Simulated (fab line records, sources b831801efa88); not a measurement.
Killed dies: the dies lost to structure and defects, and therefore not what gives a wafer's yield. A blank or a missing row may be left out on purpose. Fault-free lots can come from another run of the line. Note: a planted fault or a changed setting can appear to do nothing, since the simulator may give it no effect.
Chamber matching | flow sky130 | SKY_VIA4_CMP_02 on cmp-02 has 4 sister chambers
The step polishes SiO2. 8 wafers are shown with their chamber, then 7 later ones without.

WAFERS, EACH WITH ITS CHAMBER
wafer  | chamber | motorCurrentA (A)
L498.5 | 2       | 13.0
L497.4 | 0       | 11.7
L500.1 | 0       | 11.9
L500.4 | 2       | 12.6
L502.4 | 1       | 11.6
L502.6 | 3       | 11.5
L506.4 | 3       | 12.2
L506.5 | 1       | 11.5

WAFERS WITHOUT THEIR CHAMBER
wafer  | motorCurrentA (A)
L506.6 | 13.2
L508.1 | 12.3
L508.5 | 12.3
L508.6 | 11.5
L509.2 | 12.5
L509.3 | 11.3
L509.4 | 12.0

WHICH CHAMBER EACH WENT THROUGH
wafer  | from the rows above               | in truth
L506.6 | 2                                 | 2
L508.1 | can't be placed: 3 or 0 or 2 or 1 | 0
L508.5 | can't be placed: 3 or 0 or 2 or 1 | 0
L508.6 | can't be placed: 1 or 0 or 3      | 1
L509.2 | can't be placed: 2 or 3 or 0      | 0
L509.3 | can't be placed: 1 or 0 or 3      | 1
L509.4 | can't be placed: 3 or 0 or 1      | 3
Correctly placed: 1 of 7. These rows do not allow placing 6 (true chamber among the candidates in 6). Placed wrongly: 0.
How it was worked out, from the rows above alone: a wafer's distance from a chamber is the root of the sum, over the readings, of the square of ((its reading less the chamber's mean) divided by the reading's scatter). If the next closest chamber is less than 2 further off than the closest, the wafer can't be placed; otherwise it belongs to the closest. The mean given for a chamber averages the wafers shown for that chamber. How the scatter is found: for the shown wafers, subtract from each reading the mean of its chamber, square and add these, divide the total by (wafers less chambers), then take the root.
